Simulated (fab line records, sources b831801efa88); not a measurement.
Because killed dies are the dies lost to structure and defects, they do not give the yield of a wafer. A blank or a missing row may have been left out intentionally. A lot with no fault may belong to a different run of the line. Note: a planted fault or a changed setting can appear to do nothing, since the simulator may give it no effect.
A lot that was struck, set against a sound lot / flow gf180mcu / 22 steps out of a route of 602
Sound: these wafers, L596.2, L596.4, L596.5. Wafers struck: L604.2, L604.4, L604.6. At the end, the cause is stated.
Order at every step that has rows: each side's tool, ch and its chambers, its first start. Under that, the readings that differ: sound wafers / struck wafers / difference of the means / sigmas: that difference in standard deviations of wafers without a fault.
alike: words and numbers the same on both sides, and readings whose means are apart by under 2 such deviations; not compared: readings that were withheld, readings missing a value for some wafer, numbers with overlapping values and no deviation given by the record, and bounds like >300 which may hide the same value.
The two part at a step that has a row with sigmas, a row that says differs or no value, or rows on one side only. When numbers do not overlap yet have no deviation, they are printed without sigmas and do not part them. A reading missing from all wafers of one side parts the sides only when that side holds two or more wafers.

first, 7 steps without rows for these wafers: GF_STI_DEHYDRATE_05 (time 60 s); GF_STI_HMDS_06 (prime time 60 s); GF_STI_COAT_07 (resist thk 700 nm); GF_STI_SOFTBAKE_08 (time 60 s); GF_STI_EXPOSE_09 (exposes mask COMP, target cd 220 nm); GF_STI_PEB_10 (peb time 90 s); GF_STI_DEVELOP_11 (develop time 60 s).
GF_STI_CD_MEAS_12: target cd 220 nm.
  struck on cd-sem-02, day 4 11:34; sound on cd-sem-01, day 2 16:14
  alike: cd-nm
GF_STI_ETCH_13: etches the open film in CHF3/O2, stops on Si, target depth 282.31 nm, time 112.9 s.
  sound on rie-diel-04 ch 1,2,3, day 2 16:20; struck on rie-diel-03 ch 0,2,3, day 4 11:40
  alike: O2_flow_sccm, bias-w, drypump-motor-current-A, oes-product-au, throttle-valve-pct
  not compared: rf-hours-counter-h
GF_STI_ETCH_14: etches Si in HBr/Cl2/O2, target depth 360 nm, time 102.9 s.
  sound on rie-si-02 ch 1,2,3, day 2 16:25; struck on rie-si-01 ch 1,2,3, day 4 11:45
  alike: HBr_flow_sccm, O2_flow_sccm, drypump-motor-current-A, oes-product-au, throttle-valve-pct
  not compared: rf-hours-counter-h
GF_STI_STRIP_15: strips in O2/N2.
  sound on plasma-asher-02 ch 0,1, day 2 16:29; struck on plasma-asher-03 ch 0,1, day 4 11:50
  alike: drypump-motor-current-A, heater-power-w, oes-product-au, strip-time-to-endpoint-s
  not compared: rf-hours-counter-h
then, 1 step without rows for these wafers: GF_STI_CLEAN_16 (cleans in dHF, time 25 s).
GF_STI_WET_ETCH_17: etches Si3N4 in H3PO4, target depth 45 nm, time 514 s.
  sound on wet-bench-01 ch 3, day 2 16:36; struck on wet-bench-01 ch 0, day 4 11:56
  no value came back on the struck wafers for bath-guard-temp-C (C), bath-heat-duty-pct (%); on the sound wafers bath-guard-temp-C (C) reads 160.0 159.8 160.2
reading=model.Si3N4_of_STI_CVD_03.thk-nm (nm); sound=162.8 162.3 162.6; struck=205.3 206.3 206; difference=+43.3; sigmas=
then, 5 steps without rows for these wafers: GF_STI_CLEAN_18 (cleans in SC1/SC2, time 150 s); GF_STI_CLEAN_19 (cleans in dHF, time 20 s); GF_STI_WET_ETCH_20 (etches SiO2 in dHF, target depth 20 nm, time 400 s); GF_STI_OXIDATION_21 (stabilise 600 s, purge 300 s, target thk 15 nm); GF_STI_CVD_23 (deposits SiO2, target thk 650 nm, time 108.3 s).
GF_STI_CMP_25: polishes, stops on Si3N4, t overpolish 33 s, target thk 524.6 nm.
  sound on cmp-02 ch 0,2,3, day 2 19:13; struck on cmp-01 ch 1,2, day 4 13:41
  alike: motor-current-A, retaining-ring-pressure-frac
GF_STI_WET_ETCH_26: etches SiO2 in dHF, target depth 94 nm, time 188 s.
  sound on wet-bench-04 ch 1, day 2 19:28; struck on wet-bench-04 ch 3, day 4 13:59
reading=bath-heat-duty-pct (%); sound=5.1 5.2 5.7; struck=6.9 7.0 7.3; difference=+1.7; sigmas=+2
reading=run-length-s (s); sound=223 223 223; struck=214 214 214; difference=-9; sigmas=-2
reading=model.Si3N4_of_STI_CVD_03.thk-nm (nm); sound=152.1 151.6 151.9; struck=194.5 195.6 195.3; difference=+43.3; sigmas=
then, 1 step without rows for these wafers: GF_STI_WET_ETCH_27 (etches Si3N4 in H3PO4, target depth 160 nm, time 1825 s).
-- the record jumps here: 28 days lie between the struck wafers' starts before and after (it left off in module STI and takes up again in module PASSIVATION, whose first step shown is number 602 of the route) --
GF_PASSIVATION_PROBE_99:
  record: rows for the struck wafers here (prober-02, day 32 10:58), none for the sound ones

## WHERE THEY PART
At GF_STI_WET_ETCH_17 first; at GF_PASSIVATION_PROBE_99 last (within this record only).

WHY: the cause the simulator had injected
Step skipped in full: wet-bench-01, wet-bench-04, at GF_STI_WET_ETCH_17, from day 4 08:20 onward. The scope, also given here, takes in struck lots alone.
